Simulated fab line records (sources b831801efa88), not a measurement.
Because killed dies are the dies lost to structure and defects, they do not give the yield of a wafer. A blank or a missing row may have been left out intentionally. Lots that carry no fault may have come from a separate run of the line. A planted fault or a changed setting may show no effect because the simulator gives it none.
Split-lot study / flow sky130 / 23 wafers read from 5 lots, route of 708 steps

ABOUT THE SPLIT
At SKY_LOCAL_INTERCONNECT_COAT_06 (resist thk 450 nm), the setting resist thk nm was moved away from the recipe's 450 nm on 6 of the 23 wafers read, by -3.2% to +5.3%. This setting was run at the recipe's value on the other wafers.

The split's own step is where the reading is taken.

THE READING
KrF-thick_of_LOCAL_INTERCONNECT_COAT_06.thk nm (the simulator's own value, which no gauge read), in nm, at SKY_LOCAL_INTERCONNECT_COAT_06 (resist thk 450 nm). No usual value for it is given in the file. The 17 wafers here that ran the recipe average 450.6 nm, standard deviation 1.2 nm.

wafer=L074.2; tool, chamber at the split=litho track-02, 0; resist thk nm as run, nm=450; against the recipe=recipe; KrF-thick_of_LOCAL_INTERCONNECT_COAT_06.thk nm, nm=450.7; against lot-mates on the recipe=-
wafer=L074.3; tool, chamber at the split=litho track-02, 0; resist thk nm as run, nm=450; against the recipe=recipe; KrF-thick_of_LOCAL_INTERCONNECT_COAT_06.thk nm, nm=450.5; against lot-mates on the recipe=-
wafer=L074.4; tool, chamber at the split=litho track-02, 0; resist thk nm as run, nm=450; against the recipe=recipe; KrF-thick_of_LOCAL_INTERCONNECT_COAT_06.thk nm, nm=449.3; against lot-mates on the recipe=-
wafer=L075.1; tool, chamber at the split=litho track-03, 0; resist thk nm as run, nm=450; against the recipe=recipe; KrF-thick_of_LOCAL_INTERCONNECT_COAT_06.thk nm, nm=449.9; against lot-mates on the recipe=-
wafer=L075.2; tool, chamber at the split=litho track-03, 0; resist thk nm as run, nm=450; against the recipe=recipe; KrF-thick_of_LOCAL_INTERCONNECT_COAT_06.thk nm, nm=451.4; against lot-mates on the recipe=-
wafer=L075.3; tool, chamber at the split=litho track-03, 0; resist thk nm as run, nm=450; against the recipe=recipe; KrF-thick_of_LOCAL_INTERCONNECT_COAT_06.thk nm, nm=450.8; against lot-mates on the recipe=-
wafer=L075.5; tool, chamber at the split=litho track-03, 0; resist thk nm as run, nm=450; against the recipe=recipe; KrF-thick_of_LOCAL_INTERCONNECT_COAT_06.thk nm, nm=452.4; against lot-mates on the recipe=-
wafer=L075.6; tool, chamber at the split=litho track-03, 0; resist thk nm as run, nm=450; against the recipe=recipe; KrF-thick_of_LOCAL_INTERCONNECT_COAT_06.thk nm, nm=451.1; against lot-mates on the recipe=-
wafer=L080.1; tool, chamber at the split=litho track-01, 0; resist thk nm as run, nm=473.8; against the recipe=+5.3%; KrF-thick_of_LOCAL_INTERCONNECT_COAT_06.thk nm, nm=472.3; against lot-mates on the recipe=+22.4
wafer=L080.2; tool, chamber at the split=litho track-01, 0; resist thk nm as run, nm=450; against the recipe=recipe; KrF-thick_of_LOCAL_INTERCONNECT_COAT_06.thk nm, nm=450.2; against lot-mates on the recipe=-
wafer=L080.3; tool, chamber at the split=litho track-01, 0; resist thk nm as run, nm=473.8; against the recipe=+5.3%; KrF-thick_of_LOCAL_INTERCONNECT_COAT_06.thk nm, nm=473.4; against lot-mates on the recipe=+23.4
wafer=L080.4; tool, chamber at the split=litho track-01, 0; resist thk nm as run, nm=473.8; against the recipe=+5.3%; KrF-thick_of_LOCAL_INTERCONNECT_COAT_06.thk nm, nm=474.7; against lot-mates on the recipe=+24.8
wafer=L080.5; tool, chamber at the split=litho track-01, 0; resist thk nm as run, nm=450; against the recipe=recipe; KrF-thick_of_LOCAL_INTERCONNECT_COAT_06.thk nm, nm=449.7; against lot-mates on the recipe=-
wafer=L083.1; tool, chamber at the split=litho track-01, 0; resist thk nm as run, nm=435.4; against the recipe=-3.2%; KrF-thick_of_LOCAL_INTERCONNECT_COAT_06.thk nm, nm=433.2; against lot-mates on the recipe=-15.1
wafer=L083.2; tool, chamber at the split=litho track-01, 0; resist thk nm as run, nm=435.4; against the recipe=-3.2%; KrF-thick_of_LOCAL_INTERCONNECT_COAT_06.thk nm, nm=433.9; against lot-mates on the recipe=-14.4
wafer=L083.3; tool, chamber at the split=litho track-01, 0; resist thk nm as run, nm=435.4; against the recipe=-3.2%; KrF-thick_of_LOCAL_INTERCONNECT_COAT_06.thk nm, nm=433.9; against lot-mates on the recipe=-14.4
wafer=L083.5; tool, chamber at the split=litho track-01, 0; resist thk nm as run, nm=450; against the recipe=recipe; KrF-thick_of_LOCAL_INTERCONNECT_COAT_06.thk nm, nm=448.2; against lot-mates on the recipe=-
wafer=L083.6; tool, chamber at the split=litho track-01, 0; resist thk nm as run, nm=450; against the recipe=recipe; KrF-thick_of_LOCAL_INTERCONNECT_COAT_06.thk nm, nm=448.4; against lot-mates on the recipe=-
wafer=L085.1; tool, chamber at the split=litho track-03, 0; resist thk nm as run, nm=450; against the recipe=recipe; KrF-thick_of_LOCAL_INTERCONNECT_COAT_06.thk nm, nm=451.9; against lot-mates on the recipe=-
wafer=L085.6; tool, chamber at the split=litho track-03, 0; resist thk nm as run, nm=450; against the recipe=recipe; KrF-thick_of_LOCAL_INTERCONNECT_COAT_06.thk nm, nm=451.9; against lot-mates on the recipe=-
wafer=L085.2; tool, chamber at the split=litho track-03, 0; resist thk nm as run, nm=450; against the recipe=recipe; KrF-thick_of_LOCAL_INTERCONNECT_COAT_06.thk nm, nm=451.1; against lot-mates on the recipe=-
wafer=L085.3; tool, chamber at the split=litho track-03, 0; resist thk nm as run, nm=450; against the recipe=recipe; KrF-thick_of_LOCAL_INTERCONNECT_COAT_06.thk nm, nm=451.8; against lot-mates on the recipe=-
wafer=L085.4; tool, chamber at the split=litho track-03, 0; resist thk nm as run, nm=450; against the recipe=recipe; KrF-thick_of_LOCAL_INTERCONNECT_COAT_06.thk nm, nm=451.2; against lot-mates on the recipe=-

FIT RESULTS
A straight line over all 23 wafers: KrF-thick_of_LOCAL_INTERCONNECT_COAT_06.thk nm changes by +4.59 nm for each +1% of resist thk nm; r = +0.99; the points scatter about the line by 1.4 nm.
The same after taking each lot's own level away (the mean of its wafers on the recipe; 23 wafers): +4.47 nm for each +1%; r = +1.00; scatter 0.64 nm.
That fit puts the effect of the largest move of resist thk nm on the reading at 24 nm.
From 448.30 to 451.58 nm: that is the span of the lots' own levels, equal to 2.8 times the standard deviation above.
Hence the lot-to-lot level has little effect on the slope; both slopes agree.
Check: for one of the wafers moved furthest among these (+5.3%), held out of the fit, the line's prediction against its lot-mates is +24 nm. It came out at +22.4 nm against them.

THESE WAFERS: OTHER SPLITS
Other splits were also applied to these wafers ahead of the reading. Each is held against what the fit with the lots' levels taken away leaves over:
other split on the same wafers=SKY_SD_N_IMPLANT_09 energy kev; wafers away from the commonest value=8; r with KrF-thick_of_LOCAL_INTERCONNECT_COAT_06.thk nm (lot level and that fit taken away)=-0.22
other split on the same wafers=SKY_LI_CONTACT_CMP_02 leave above ref nm; wafers away from the commonest value=12; r with KrF-thick_of_LOCAL_INTERCONNECT_COAT_06.thk nm (lot level and that fit taken away)=-0.03
other split on the same wafers=SKY_LI_CONTACT_ETCH_15 bias w; wafers away from the commonest value=5; r with KrF-thick_of_LOCAL_INTERCONNECT_COAT_06.thk nm (lot level and that fit taken away)=+0.09

THE WHOLE CHAIN: every reading that the file lists as answering this split, in the file's order
step=SKY_LOCAL_INTERCONNECT_COAT_06; what it does=resist thk 450 nm; reading=KrF-thick_of_LOCAL_INTERCONNECT_COAT_06.thk nm (the simulator's own value, which no gauge read); change (the file's fit)=+4.47 nm for each +1% of the setting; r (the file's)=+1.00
step=SKY_LOCAL_INTERCONNECT_STRIP_15; what it does=strips in O2/N2; reading=strip time to endpoint s; change (the file's fit)=withheld for each +1% of the setting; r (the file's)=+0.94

FILE'S OWN FIT
KrF-thick_of_LOCAL_INTERCONNECT_COAT_06.thk nm changes by +4.47 nm for each +1% of resist thk nm, r = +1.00.
